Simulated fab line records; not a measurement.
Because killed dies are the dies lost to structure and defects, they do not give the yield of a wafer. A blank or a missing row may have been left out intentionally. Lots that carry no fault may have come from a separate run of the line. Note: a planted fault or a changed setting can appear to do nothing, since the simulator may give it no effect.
Matching of chambers    flow sky130    rie diel-02 running SKY_VIA3_ETCH_15: 4 sister chambers
The step etches SiO2 in C4F8/O2/Ar, stops on TiN, target depth 507 nm, time 78 s. 20 wafers are shown with their chamber, then 10 later ones without.

## WAFERS WITH THEIR CHAMBER
wafer   chamber  oes product au (a.u.)
L074.1  1        0.949
L074.5  2        0.948
L074.6  1        0.955
L075.1  0        0.948
L075.2  2        0.948
L075.4  0        0.949
L076.2  3        0.952
L076.4  2        0.947
L076.6  0        0.941
L077.1  2        0.946
L077.4  1        0.950
L077.6  1        0.950
L083.2  2        0.945
L083.3  0        0.951
L083.5  3        0.940
L086.1  1        0.945
L086.3  2        0.952
L086.4  0        0.944
L089.2  3        0.948
L089.3  1        0.951

SIGNATURES, as means of the wafers listed above
reading         chamber 0  chamber 1  chamber 2  chamber 3  scatter within a chamber
oes product au  0.94660    0.95000    0.94767    0.94667    0.00372
Rule: a wafer lies at a distance from a chamber equal to the root of the sum of squares, over the readings, of (its reading less the chamber's mean, divided by the reading's scatter). If the next closest chamber is less than 2 further off than the closest, the wafer can't be placed; otherwise it belongs to the closest. The scatter: take each reading less its chamber's mean, square it, sum over the shown wafers, divide by the number of wafers less the number of chambers, and take the root.

## WAFERS WITHOUT THEIR CHAMBER
wafer   oes product au (a.u.)
L089.5  0.944
L088.1  0.944
L088.4  0.942
L088.5  0.945
L095.1  0.945
L095.4  0.954
L095.5  0.953
L096.1  0.948
L096.2  0.951
L096.3  0.947

## CHAMBER TAKEN BY EACH
wafer   from the rows above                in truth
L089.5  can't be placed: 0 or 3 or 2 or 1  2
L088.1  can't be placed: 0 or 3 or 2 or 1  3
L088.4  can't be placed: 0 or 3 or 2 or 1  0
L088.5  can't be placed: 0 or 3 or 2 or 1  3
L095.1  can't be placed: 0 or 3 or 2 or 1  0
L095.4  can't be placed: 1 or 2 or 3 or 0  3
L095.5  can't be placed: 1 or 2 or 3 or 0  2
L096.1  can't be placed: 2 or 3 or 0 or 1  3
L096.2  can't be placed: 1 or 2 or 3 or 0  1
L096.3  can't be placed: 3 or 0 or 2 or 1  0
Correctly placed: 0 of 10. These rows do not allow placing 10 (true chamber among the candidates in 10). 0 placed wrongly.
